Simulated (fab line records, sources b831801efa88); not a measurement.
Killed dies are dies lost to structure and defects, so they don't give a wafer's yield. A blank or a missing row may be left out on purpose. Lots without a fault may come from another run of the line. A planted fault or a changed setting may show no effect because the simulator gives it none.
Problem report in the 8D (eight disciplines) form, filled by code | flow sky130 | the parts of the form that need people (team, actions taken, sign-off) are left out

1. THE PROBLEM
chamber_pressure_pa at SKY_METAL2_SPUTTER_02 reads a mean of 0.4158 Pa on 3 wafers of 2 lots; wafers without a fault read 0.3999 Pa with a standard deviation of 0.0008. That is +20 standard deviations from the usual mean.
The step: material AlCu, target thk 250 nm, time 13.3 s.
First seen on wafer L805.2, day 34 03:05, on pvd_sputter-03. The record holds 18 wafers of 6 lots with a number at this step. Rule for "out", or "out of limits": more than 4 standard deviations from the usual mean. The other wafers with a number count as sound.

2. WHAT IT IS AND WHAT IT IS NOT
question                    | is                     | is not
which readings at this step | chamber_pressure_pa    | -
which lots                  | L805, L809             | L801, L811, L812, L818
which wafers of those lots  | L805.2, L809.3, L809.5 | L805.4, L805.5, L809.2
read on which tools         | pvd_sputter-03         | pvd_sputter-02, pvd_sputter-04
when                        | from day 34 03:05      | up to then (5 sound wafers); but 10 sound wafers of L809, L811, L812, L818 came after

3. SUSPECTS, AND WHAT RULES EACH OUT
Counting: a tool at a process step up to the reading stays a suspect if it ran every lot that is out. Sound lots after the first of them don't rule it out here, since some wafers of a struck lot are sound.
- rie_diel-04 at SKY_VIA1_ETCH_15 (etches SiO2 in C4F8/O2/Ar, stops on TiN, target depth 351 nm, time 54 s): kept. It ran every lot that is out, first L805 (day 34 01:46); its last sound lot up to then is L801 (day 32 23:44).
- cmp-01 at SKY_VIA1_CMP_24 (polishes, stops on SiO2, t overpolish 15 s, target thk 0 nm): kept. It ran every lot that is out, first L805 (day 34 02:44).
- pvd_sputter-03 at SKY_METAL2_SPUTTER_01 (material TiN, target thk 20 nm, time 16.7 s): kept. It ran every lot that is out, first L805 (day 34 03:03).
- pvd_sputter-03 at SKY_METAL2_SPUTTER_02 (material AlCu, target thk 250 nm, time 13.3 s): kept. It ran every lot that is out, first L805 (day 34 03:05). Its own readings are out on those wafers: chamber_pressure_pa.
- Within cmp-01 at SKY_VIA1_CMP_24: the wafers that are out ran in chamber 0; their sound lot-mates ran in chambers 1, 2.
Left after counting: rie_diel-04 at SKY_VIA1_ETCH_15, cmp-01 at SKY_VIA1_CMP_24, pvd_sputter-03 at SKY_METAL2_SPUTTER_01, pvd_sputter-03 at SKY_METAL2_SPUTTER_02.

4. THE CAUSE (what the simulator had put in)
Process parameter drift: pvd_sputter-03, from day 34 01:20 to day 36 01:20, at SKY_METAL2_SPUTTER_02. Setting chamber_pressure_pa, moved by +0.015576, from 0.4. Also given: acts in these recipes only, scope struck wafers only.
Counting left 4 suspects, and this tool is among them.

5. THE CHAIN OF EFFECTS, in route order
Each row: a reading whose mean over the struck wafers that have a number lies more than 3 standard deviations from the usual. Only readings for which the record gives a usual standard deviation are gone through. hours: the time from each lot's start at the first step in this table that gives one to its start at this step, as a median over the lots. sigmas: the change in usual standard deviations.
hours | step                  | reading             | usual     | on struck wafers | change  | sigmas
0     | SKY_METAL2_SPUTTER_02 | chamber_pressure_pa | 0.3999 Pa | 0.4158           | +0.0159 | +20
The process steps in it:
- SKY_METAL2_SPUTTER_02: material AlCu, target thk 250 nm, time 13.3 s.

6. WHAT WOULD HAVE CAUGHT IT SOONER
In this record the first reading out of limits was taken at day 34 03:05, 2 hours after the fault began at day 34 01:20.
